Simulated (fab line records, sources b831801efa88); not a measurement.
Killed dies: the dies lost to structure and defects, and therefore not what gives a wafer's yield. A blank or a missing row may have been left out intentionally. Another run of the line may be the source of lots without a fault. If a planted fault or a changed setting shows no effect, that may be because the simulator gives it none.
A struck lot beside a sound one :: flow sky130 :: 16 out of 708 route steps
Sound: wafers L716.1, L716.3, L716.6. Wafers struck: L706.1, L706.3, L706.5. The cause is named last.
Order at every step that has rows: each side's tool, ch and its chambers, its first start. Under that, the readings that differ: sound wafers :: struck wafers :: difference of the means :: sigmas: that difference in standard deviations of wafers without a fault.
alike: same words and numbers on both sides, and readings whose means sit less than 2 such deviations apart. not compared: any withheld reading, any reading some wafer has no value for, any bound like >300 that may hide the same value, and any number with overlapping values for which the record gives no deviation.
Wherever a step has rows on one side only, a row that says differs or no value, or a row with sigmas, the two part there. Numbers that have no deviation but don't overlap get no sigmas and don't part them. A reading missing from all wafers of one side parts the sides only when that side holds two or more wafers.

first, 1 step without rows for these wafers: SKY_POLY_CUT_DEVELOP_07 (develop time 60 s).
SKY_POLY_CUT_CD_MEAS_08: the cd target is 270 nm.
  struck on cd-sem-02, day 28 13:38; sound on cd-sem-02, day 31 19:29
  alike: cd-nm
SKY_POLY_CUT_OVL_MEAS_09:
  struck on overlay-02, day 28 13:45; sound on overlay-02, day 31 19:36
  alike: POLY_CUT_OVL
SKY_POLY_CUT_ETCH_10: etches BARC in N2/H2, stops on SiO2, time 45.9 s, target depth 60 nm.
  sound on rie-diel-01 ch 0,1,2, day 31 19:38; struck on rie-diel-03 ch 0,1,2, day 28 13:47
reading: rf-fwd-power-W (W)
sound: 491.9 490.5 493.9
struck: 494.8 499.4 496.3
difference: +4.7
sigmas: +2
  alike: drypump-motor-current-A, n2-flow-sccm, oes-product-au, throttle-valve-pct
  not compared: rf-hours-counter-h
SKY_POLY_CUT_ETCH_11: etches Si3N4 in CF4/CH2F2/Ar, stops on poly-Si, time 42.5 s, target depth 60 nm.
  sound on rie-diel-01 ch 0,1,2, day 31 19:41; struck on rie-diel-03 ch 0,1,2, day 28 13:50
reading: oes-product-au (a.u.)
sound: 0.821 0.813 0.815
struck: 0.833 0.837 0.829
difference: +0.017
sigmas: +3
  alike: drypump-motor-current-A, mfc-ar-sccm, rf-fwd-power-W, throttle-valve-pct
  not compared: rf-hours-counter-h
SKY_POLY_CUT_STRIP_12: strips in O2/N2.
  sound on plasma-asher-01 ch 0,1, day 31 19:43; struck on plasma-asher-02 ch 0,1, day 28 13:52
  alike: drypump-motor-current-A, n2-flow-sccm, oes-product-au, strip-time-to-endpoint-s
  not compared: rf-hours-counter-h
then, 6 steps without rows for these wafers: SKY_SD_P_DEHYDRATE_00 (time 60 s); SKY_SD_P_HMDS_01 (prime time 60 s); SKY_SD_P_COAT_02 (resist thk 1140 nm); SKY_SD_P_SOFTBAKE_03 (time 60 s); SKY_SD_P_EXPOSE_04 (exposes mask PSDM, target cd 380 nm); SKY_SD_P_PEB_05.
SKY_SD_P_DEVELOP_06: develop time 60 s.
  sound on litho-track-04 ch 0, day 32 22:13; struck on litho-track-04 ch 0, day 29 15:37
reading: developer-temp-C (C)
sound: 23.05 22.98 23.08
struck: 20.52 20.88 20.65
difference: -2.35
sigmas: -24
  alike: resist-line-temp-C
SKY_SD_P_CD_MEAS_07: the cd target is 380 nm.
  struck on cd-sem-01, day 29 15:46; sound on cd-sem-02, day 32 22:22
reading: cd-nm (nm)
sound: 373.6 376.7 374.9
struck: 381.6 387.3 382.5
difference: +8.7
sigmas: +4
SKY_SD_P_OVL_MEAS_08:
  struck on overlay-02, day 29 15:53; sound on overlay-01, day 32 22:29
  alike: SD_P_OVL
-- a jump in the record: the struck wafers' starts before and after are 19 days apart (it breaks off in module SD_P and resumes in module PAD_OPEN, where the first step shown is number 708 of the route) --
SKY_PAD_OPEN_PROBE_99:
  struck on prober-01, day 48 15:05; sound on prober-02, day 50 22:02
reading: killed_at_M0_to_M3
sound: 52 62 51
struck: 43 35 34
difference: -18
sigmas: -3

reading: killed-dies
sound: 96 105 88
struck: 89 70 64
difference: -22
sigmas: -2

reading: killed-short
sound: 49 47 42
struck: 39 27 30
difference: -14
sigmas: -2
  alike: killed_at_M4_up, killed-at-contacts, killed-at-front-end, killed-at-other, killed-open

== WHERE THEY PART ==
At SKY_POLY_CUT_ETCH_10 first; at SKY_PAD_OPEN_PROBE_99 last (within this record only).

WHY: what had been put in by the simulator
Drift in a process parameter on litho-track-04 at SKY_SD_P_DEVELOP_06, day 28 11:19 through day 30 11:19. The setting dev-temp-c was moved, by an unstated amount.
